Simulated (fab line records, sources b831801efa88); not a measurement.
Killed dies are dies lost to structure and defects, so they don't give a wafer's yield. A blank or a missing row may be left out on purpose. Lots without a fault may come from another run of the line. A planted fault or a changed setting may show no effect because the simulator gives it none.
Problem report in the 8D (eight disciplines) form, filled by code | flow gf180mcu | the parts of the form that need people (team, actions taken, sign-off) are left out

1. THE PROBLEM
SALICIDE_TIN_RS at GF_SALICIDE_RS_MEAS_04 reads a mean of 13.5 ohm/sq on 2 wafers of 2 lots; wafers without a fault read 16.4 ohm/sq with a standard deviation of 0.3. That is -9.7 standard deviations from the usual mean.
The step: measures by four-point-probe.
First seen on wafer L967.3, day 21 02:24, on film_metro-04. The record holds 36 wafers of 12 lots with a number at this step. Rule for "out", or "out of limits": more than 4 standard deviations from the usual mean. The other wafers with a number count as sound.

2. WHAT IT IS AND WHAT IT IS NOT
question                    | is                           | is not
which readings at this step | SALICIDE_TIN_RS              | -
which lots                  | L967, L968                   | L951, L953, L954, L956, L958, L959, L960, L966, L972, L973
which wafers of those lots  | L967.3, L968.6               | L967.1, L967.5, L968.2, L968.5
read on which gauges        | film_metro-01, film_metro-04 | film_metro-03
when                        | from day 21 02:24            | up to then (26 sound wafers); but 8 sound wafers of L968, L972, L973 came after

3. SUSPECTS, AND WHAT RULES EACH OUT
Counting: a tool at a process step up to the reading stays a suspect if it ran every lot that is out. Sound lots after the first of them don't rule it out here, since some wafers of a struck lot are sound.
- the gauge at GF_SALICIDE_RS_MEAS_04: ruled out. The wafers that are out were read on 2 gauges (film_metro-01, film_metro-04).
- pvd_sputter-01 at GF_SALICIDE_SPUTTER_02 (material Co, target thk 10 nm, time 20 s): kept. It ran every lot that is out, first L967 (day 21 02:20); its last sound lot up to then is L960 (day 18 11:27).
- pvd_sputter-01 at GF_SALICIDE_SPUTTER_03 (material TiN, target thk 20 nm, time 16.7 s): kept. It ran every lot that is out, first L967 (day 21 02:22); its last sound lot up to then is L960 (day 18 11:29). Its own readings are out on those wafers: cathode_dc_power_W.
Left after counting: pvd_sputter-01 at GF_SALICIDE_SPUTTER_02, pvd_sputter-01 at GF_SALICIDE_SPUTTER_03.

4. THE CAUSE (what the simulator had put in)
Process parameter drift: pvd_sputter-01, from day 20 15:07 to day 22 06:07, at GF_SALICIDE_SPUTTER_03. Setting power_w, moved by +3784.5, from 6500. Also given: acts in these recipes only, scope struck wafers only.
Counting left 2 suspects, and this tool is among them.

5. THE CHAIN OF EFFECTS, in route order
Each row: a reading whose mean over the struck wafers that have a number lies more than 3 standard deviations from the usual. Only readings for which the record gives a usual standard deviation are gone through. hours: the time from each lot's start at the first step in this table that gives one to its start at this step, as a median over the lots. sigmas: the change in usual standard deviations.
hours | step                    | reading            | usual       | on struck wafers | change  | sigmas
0     | GF_SALICIDE_SPUTTER_03  | cathode_dc_power_W | 6499.9 W    | 10284.5          | +3784.6 | +99 or more
0     | GF_SALICIDE_RS_MEAS_04  | SALICIDE_TIN_RS    | 16.4 ohm/sq | 13.5             | -2.9    | -9.7
0     | GF_SALICIDE_THK_MEAS_05 | SALICIDE_TIN_THK   | 19.8 nm     | 31.4             | +11.6   | +34
The process steps in it:
- GF_SALICIDE_SPUTTER_03: material TiN, target thk 20 nm, time 16.7 s.

6. WHAT WOULD HAVE CAUGHT IT SOONER
In this record the first reading out of limits at a measuring or inspecting step was taken at day 21 02:24, 11 hours after the fault began at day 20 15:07.
The tool's own readings at GF_SALICIDE_SPUTTER_03 were out on every struck wafer that the step has a row for (cathode_dc_power_W): an alarm limit on them would have fired on the first of those.
Of the lots that are out (2), L968 began GF_SALICIDE_SPUTTER_03 on pvd_sputter-01 after day 21 02:24. A hold on the tool at that time would have spared it.
